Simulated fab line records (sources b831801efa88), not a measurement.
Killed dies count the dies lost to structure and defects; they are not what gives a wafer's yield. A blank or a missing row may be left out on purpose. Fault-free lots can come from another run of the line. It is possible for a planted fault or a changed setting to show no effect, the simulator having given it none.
A struck lot beside a sound one	flow gf180mcu	17 out of 602 route steps
Sound: the wafers L816.1, L816.2, L816.6. The struck wafers were L831.2, L831.5. Last of all comes the cause.
At each step with rows: each side's tool, then ch and its chambers, then its first start. Under that, the readings that differ: sound wafers	struck wafers	difference of the means	sigmas: that difference in standard deviations of wafers without a fault.
alike: a reading whose means differ by less than 2 such deviations, as well as words and numbers matching on both sides. not compared: withheld readings; readings where some wafer has no value; bounds like >300 that might hide an equal value; numbers whose values overlap and for which the record gives no deviation.
Wherever a step has rows on one side only, a row that says differs or no value, or a row with sigmas, the two part there. When numbers do not overlap yet have no deviation, they are printed without sigmas and do not part them. Lack of a reading on every wafer of one side parts them only where that side has two or more wafers.

first, 5 steps without rows for these wafers: GF_SAB_COAT_04 (resist thk 1000 nm); GF_SAB_SOFTBAKE_05 (time 60 s); GF_SAB_EXPOSE_06 (exposes mask SAB, target cd 420 nm); GF_SAB_PEB_07; GF_SAB_DEVELOP_08 (develop time 60 s).
GF_SAB_CD_MEAS_09: the cd target is 420 nm.
  sound on cdSem-02 at day 15 08:41; struck on cdSem-01 at day 20 22:15
  alike: cdNm
GF_SAB_OVL_MEAS_10:
  sound on overlay-02 at day 15 08:48; struck on overlay-02 at day 20 22:21
  alike: SAB_OVL
GF_SAB_ETCH_11: etches SiO2 in C4F8/O2/Ar, target depth 55 nm, time 8.5 s.
  sound on rieDiel-02 ch 0,1,2, day 15 08:50; struck on rieDiel-01 ch 0,3, day 20 22:23
  alike: oesProductAu
  not compared: rfHoursCounterH
then, 1 step without rows for these wafers: GF_SAB_WET_ETCH_12 (etches SiO2 in dHF, target depth 22 nm, time 440 s).
GF_SAB_STRIP_13: strips in O2/N2.
  sound on plasmaAsher-03 ch 0,1, day 15 08:59; struck on plasmaAsher-03 ch 0,1, day 20 22:32
  alike: drypumpMotorCurrentA, heaterPowerW, oesProductAu, stripTimeToEndpointS
  not compared: rfHoursCounterH
then, 2 steps without rows for these wafers: GF_SALICIDE_CLEAN_00 (cleans in SC1/SC2, time 150 s); GF_SALICIDE_WET_ETCH_01 (etches SiO2 in dHF, target depth 5 nm, time 100 s).
GF_SALICIDE_SPUTTER_02: material Co, target thk 10 nm, time 20 s.
  sound on pvdSputter-01 at day 15 09:10; struck on pvdSputter-04 at day 20 22:44
reading	sound	struck	difference	sigmas
model.Co_of_SALICIDE_SPUTTER_02.thkNm (nm)	10.05 9.982 10.1	9.362 9.668	-0.529	
  alike: throttleValvePct
GF_SALICIDE_SPUTTER_03: material TiN, target thk 20 nm, time 16.7 s.
  sound on pvdSputter-01 at day 15 09:12; struck on pvdSputter-04 at day 20 22:45
  alike: throttleValvePct
GF_SALICIDE_RS_MEAS_04: the measuring method here is four-point-probe.
  sound on filmMetro-02 at day 15 09:14; struck on filmMetro-02 at day 20 22:48
reading	sound	struck	difference	sigmas
SALICIDE_TIN_RS (ohm/sq)	16.21 16.48 16.06	17.43 16.89	+0.91	+3
GF_SALICIDE_THK_MEAS_05: measures by xrf.
  sound on filmMetro-02 at day 15 09:21; struck on filmMetro-02 at day 20 22:55
  alike: SALICIDE_TIN_THK
-- the record jumps here: 12 days lie between the struck wafers' starts before and after (it left off in module SALICIDE and takes up again in module PASSIVATION, whose first step shown is number 602 of the route) --
GF_PASSIVATION_PROBE_99:
  sound on prober-02 at day 29 06:35; struck on prober-01 at day 33 10:13
reading	sound	struck	difference	sigmas
model.etest.contactPplus.endOhmUm	63.75 63.14 63.68	58.84 59.71	-4.25	
model.etest.pplusSal.lineOhmUm	34.33 35.56 34.66	37.62 36.7	+2.31	
model.etest.ppolySal.lineOhmUm	28.41 28.46 28.3	29.96 29.38	+1.28	
model.etest.npolySal.lineOhmUm	28.34 28.07 28.32	30.19 28.97	+1.34	
model.etest.nplusSal.lineOhmUm	30.88 31.39 31.2	33.95 32.51	+2.07	
model.etest.ppolySal.rsOhmSq	7.285 7.293 7.228	7.919 7.609	+0.495	
model.etest.npolySal.rsOhmSq	7.254 7.29 7.198	7.904 7.588	+0.499	
model.etest.pplus_sal_6v.rsOhmSq	6.961 7.027 6.923	7.539 7.218	+0.408	

== WHERE THEY PART ==
At GF_SALICIDE_RS_MEAS_04 and nowhere else, as far as this record goes. Later steps at which nothing parts them and some readings are alike: GF_SALICIDE_THK_MEAS_05.

WHY: what the simulator had put in
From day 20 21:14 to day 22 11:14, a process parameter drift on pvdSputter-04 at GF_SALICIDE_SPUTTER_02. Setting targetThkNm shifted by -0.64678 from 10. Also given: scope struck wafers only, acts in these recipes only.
